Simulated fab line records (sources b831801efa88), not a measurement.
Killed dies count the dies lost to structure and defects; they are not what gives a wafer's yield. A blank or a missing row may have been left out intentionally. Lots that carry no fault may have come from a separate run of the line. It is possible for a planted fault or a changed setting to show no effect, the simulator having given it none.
What tool caused it? :: flow sky130 :: 10 lots, 30 wafers sampled, at 2 steps of a route of 708

WHAT EACH GAUGE READ, for each wafer
SKY_POLY_GATE_THK_MEAS_04.
lot: L929
measured: day 15 10:22
on: film-metro-02
POLY_GATE_CVD_03_THK (nm): 75.5 76.4 75.8

lot: L930
measured: day 16 00:55
on: film-metro-02
POLY_GATE_CVD_03_THK (nm): 75.3 75.6 75.1

lot: L933
measured: day 16 23:23
on: film-metro-04
POLY_GATE_CVD_03_THK (nm): 46.7 46.2 46.3

lot: L943
measured: day 20 14:47
on: film-metro-04
POLY_GATE_CVD_03_THK (nm): 74.9 74.9 75.9

lot: L944
measured: day 21 03:02
on: film-metro-04
POLY_GATE_CVD_03_THK (nm): 75.1 74.7 75.5

lot: L945
measured: day 21 07:20
on: film-metro-02
POLY_GATE_CVD_03_THK (nm): 74.0 75.6 74.3

lot: L948
measured: day 22 12:33
on: film-metro-01
POLY_GATE_CVD_03_THK (nm): 75.0 74.8 75.2

lot: L949
measured: day 22 18:38
on: film-metro-04
POLY_GATE_CVD_03_THK (nm): 75.8 76.0 75.1

lot: L950
measured: day 23 03:19
on: film-metro-02
POLY_GATE_CVD_03_THK (nm): 73.3 74.3 74.6

lot: L951
measured: day 23 06:30
on: film-metro-01
POLY_GATE_CVD_03_THK (nm): 74.7 75.3 74.6

WHICH TOOL RAN EACH LOT (tool, then ch and the chambers of the sampled wafers, then the start)
lot: L929
SKY_POLY_GATE_CVD_03: lpcvd-02 ch 0, day 15 09:00

lot: L930
SKY_POLY_GATE_CVD_03: lpcvd-02 ch 0, day 15 23:33

lot: L933
SKY_POLY_GATE_CVD_03: lpcvd-02 ch 1, day 16 22:01

lot: L943
SKY_POLY_GATE_CVD_03: lpcvd-02 ch 1, day 20 13:25

lot: L944
SKY_POLY_GATE_CVD_03: lpcvd-02 ch 0, day 21 01:40

lot: L945
SKY_POLY_GATE_CVD_03: lpcvd-02 ch 0, day 21 05:58

lot: L948
SKY_POLY_GATE_CVD_03: lpcvd-02 ch 0, day 22 11:11

lot: L949
SKY_POLY_GATE_CVD_03: lpcvd-02 ch 1, day 22 17:16

lot: L950
SKY_POLY_GATE_CVD_03: lpcvd-02 ch 1, day 23 01:57

lot: L951
SKY_POLY_GATE_CVD_03: lpcvd-02 ch 1, day 23 05:08
- SKY_POLY_GATE_CVD_03: deposits Si3N4 from DCS/NH3, target thk 75 nm, time 1290 s.

THE ANSWER, worked out from the rows above alone
Rule: the lots themselves supply what counts as usual. The widest of any qualifying gaps counts: lots, ordered by their means at a reading, are off when they make up no more than a third of the lots, leave a main group of 4 or more, and stand apart from it by 3 or more times the standard deviation of that group's means. The tables above print the reading to a certain number of digits; a main group whose means all agree to those digits is not used. Also off: a lot with no number at a reading for which 4 or more lots have one. The other lots that the step has rows for count as sound.
Off: at SKY_POLY_GATE_THK_MEAS_04 (POLY_GATE_CVD_03_THK), L933. Mean 75.1 nm and standard deviation 0.51 in the main group.
A tool fits if, at a process step before that reading, it ran every lot that is off, and no sound lot after the first of them. The gauges at SKY_POLY_GATE_THK_MEAS_04 are tried like those tools. Of those tried, none fits.

WHAT THE SIMULATOR HAD PUT IN
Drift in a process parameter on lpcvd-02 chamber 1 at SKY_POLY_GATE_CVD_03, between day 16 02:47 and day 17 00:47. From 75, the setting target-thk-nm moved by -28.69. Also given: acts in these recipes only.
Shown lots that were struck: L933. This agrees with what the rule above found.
